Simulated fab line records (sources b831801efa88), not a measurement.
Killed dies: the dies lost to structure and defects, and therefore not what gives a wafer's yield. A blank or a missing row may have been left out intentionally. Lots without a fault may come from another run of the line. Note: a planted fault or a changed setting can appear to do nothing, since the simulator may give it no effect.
Which tool is to blame? :: flow sky130 :: 36 wafers from 12 lots sampled at 2 of the route's 708 steps

## WHAT THE GAUGES READ, wafer by wafer
SKY_VIA1_BOW_MEAS_03. Usual: VIA1_BOW typically reads 80 um, with standard deviation 6.5.
lot: L767
measured: day 33 11:44
on: filmMetro-03
VIA1_BOW (um): 87 83 90
flag: 

lot: L768
measured: day 33 19:48
on: filmMetro-02
VIA1_BOW (um): 85 81 88
flag: 

lot: L770
measured: day 34 02:38
on: filmMetro-01
VIA1_BOW (um): 83 94 81
flag: 

lot: L772
measured: day 35 01:22
on: filmMetro-03
VIA1_BOW (um): 79 78 72
flag: 

lot: L775
measured: day 36 16:07
on: filmMetro-03
VIA1_BOW (um): 83 88 82
flag: 

lot: L778
measured: day 37 02:03
on: filmMetro-02
VIA1_BOW (um): 81 74 78
flag: 

lot: L782
measured: day 38 05:27
on: filmMetro-01
VIA1_BOW (um): 75 87 81
flag: 

lot: L783
measured: day 38 09:50
on: filmMetro-03
VIA1_BOW (um): 92 81 85
flag: 

lot: L784
measured: day 38 14:36
on: filmMetro-02
VIA1_BOW (um): 84 87 90
flag: 

lot: L787
measured: day 39 08:04
on: filmMetro-01
VIA1_BOW (um): 76 87 90
flag: 

lot: L788
measured: day 39 20:05
on: filmMetro-03
VIA1_BOW (um): 75 82 85
flag: 

lot: L789
measured: day 40 00:15
on: filmMetro-01
VIA1_BOW (um): 78 83 73
flag: 

SKY_VIA1_CD_MEAS_12: the cd target is 150 nm. Usual: 149.9 nm for cdNm, sd 1.5.
lot: L767
measured: day 34 14:01
on: cdSem-02
cdNm (nm): 151.5 151.6 152.8
flag: 

lot: L768
measured: day 34 21:45
on: cdSem-02
cdNm (nm): 149.3 148.2 149.3
flag: 

lot: L770
measured: day 35 04:14
on: cdSem-02
cdNm (nm): 148.2 148.2 148.6
flag: 

lot: L772
measured: day 36 03:11
on: cdSem-02
cdNm (nm): 152.2 150.3 152.1
flag: 

lot: L775
measured: day 37 17:45
on: cdSem-02
cdNm (nm): 151.6 151.4 152.2
flag: 

lot: L778
measured: day 38 02:55
on: cdSem-01
cdNm (nm): 150.1 150.5 151.0
flag: 

lot: L782
measured: day 39 06:21
on: cdSem-01
cdNm (nm): 150.1 149.6 149.8
flag: 

lot: L783
measured: day 39 10:14
on: cdSem-01
cdNm (nm): 150.2 151.5 153.2
flag: 

lot: L784
measured: day 39 13:28
on: cdSem-01
cdNm (nm): 147.0 148.9 147.8
flag: 

lot: L787
measured: day 40 08:02
on: cdSem-02
cdNm (nm): 149.6 149.8 150.7
flag: 

lot: L788
measured: day 40 20:11
on: cdSem-02
cdNm (nm): 149.2 148.4 147.6
flag: 

lot: L789
measured: day 41 00:19
on: cdSem-02
cdNm (nm): 151.1 151.3 152.7
flag: 

## TOOL THAT RAN EACH LOT (tool first, then ch and the chambers of the sampled wafers, then the start)
No process step before these readings appears in the record.

## AS READ BY THE TOOLS THEMSELVES (means over the sampled wafers that have a number; for cases with no such wafer, the mark the record gives instead)
The record holds no such reading with a usual standard deviation.

## THE ANSWER, worked out from the rows above alone
Rule: lot off if the mean of its wafers having a number is beyond 3 standard deviations from the usual mean. A lot without any number at a reading at which 4 lots or more have one is off too. Any other lot the step has rows for is counted as sound. First the gauges in route order, then the tools' own readings, where a lot's mean is used as printed above. The first step at which some lot is off is used, and at that step the reading that is off furthest; a lot without a number counts as furthest.
No lot is off on any of the readings shown, so nothing can be concluded from this.

## WHAT THE SIMULATOR HAD PUT IN
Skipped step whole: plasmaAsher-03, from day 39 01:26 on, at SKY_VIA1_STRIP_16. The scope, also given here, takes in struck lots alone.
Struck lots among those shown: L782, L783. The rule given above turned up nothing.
